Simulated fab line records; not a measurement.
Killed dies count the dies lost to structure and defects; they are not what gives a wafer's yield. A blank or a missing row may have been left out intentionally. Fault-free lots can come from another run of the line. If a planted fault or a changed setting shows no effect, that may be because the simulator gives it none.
Problem report, 8D (eight disciplines) form, completed by code / flow gf180mcu / the parts of the form that need people (team, actions taken, sign-off) are left out

## 1. THE ISSUE
spin speed rpm at GF_HV_LDD_COAT_14 reads a mean of 3320.8 rpm on 6 wafers of 2 lots; wafers without a fault read 3000.5 rpm with a standard deviation of 1.7. That is +99 or more standard deviations from the usual mean.
The step: resist thk 1000 nm.
First seen on wafer L877.3, day 13 23:55, on litho track-02. Wafers with a number at this step in the record: 36, from 12 lots. By rule, "out" or "out of limits" means more than 4 standard deviations away from the usual mean. The other wafers with a number count as sound.

## 2. WHAT IT IS AND WHAT IT IS NOT
question=which readings at this step | is=spin speed rpm | is not=-
question=which lots | is=L877, L882 | is not=L867, L870, L872, L873, L874, L876, L878, L880, L886, L887
question=which wafers of those lots | is=all that have a number | is not=-
question=read on which tools | is=litho track-02 | is not=litho track-01, litho track-03
question=when | is=from day 13 23:55 | is not=up to then (18 sound wafers); but 12 sound wafers of L878, L880, L886, L887 came after

## 3. SUSPECTS, AND WHAT RULES EACH OUT
Counting: any tool at a process step up to the reading is kept as a suspect provided that every lot that is out went through it and no sound lot did after the first of them.
- litho track-02 at GF_HV_LDD_COAT_14 (resist thk 1000 nm): kept. All lots that are out passed through it, beginning with L877 at day 13 23:55, and no sound lot followed; its final sound lot before that point was L876 at day 13 18:47. Its own spin speed rpm readings are out on those wafers.
Remaining after the count: litho track-02 at GF_HV_LDD_COAT_14.

## 4. THE CAUSE (what the simulator had put in)
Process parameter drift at GF_HV_LDD_COAT_14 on litho track-02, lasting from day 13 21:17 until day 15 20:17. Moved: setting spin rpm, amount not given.
Only this tool survived the counting.

## 5. SEQUENCE OF EFFECTS, ordered by route
Rows list readings where the struck wafers' mean (over those with a number) sits beyond 3 standard deviations from the usual. Only readings for which the record gives a usual standard deviation are gone through. hours: the time from each lot's start at the first step in this table that gives one to its start at this step, as a median over the lots. sigmas: the change in usual standard deviations.
hours=0; step=GF_HV_LDD_COAT_14; reading=spin speed rpm; usual=3000.5 rpm; on struck wafers=3320.8; change=+320.2; sigmas=+99 or more
hours=11; step=GF_HV_LDD_STRIP_22; reading=strip time to endpoint s; usual=12.62 s; on struck wafers=12.07; change=-0.54; sigmas=-14
Here are the process steps it includes:
- GF_HV_LDD_COAT_14: resist thk 1000 nm.
- GF_HV_LDD_STRIP_22: strips in O2/N2.
Later steps that measure or inspect, where all struck wafers having a row at the step show a number for every such reading and not one has moved that far: GF_M3_THK_MEAS_06, GF_V3_THK_MEAS_25.

## 6. WHAT WOULD HAVE CAUGHT IT SOONER
First out-of-limits reading in this record: day 13 23:55, which is 3 hours after fault onset at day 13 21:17.
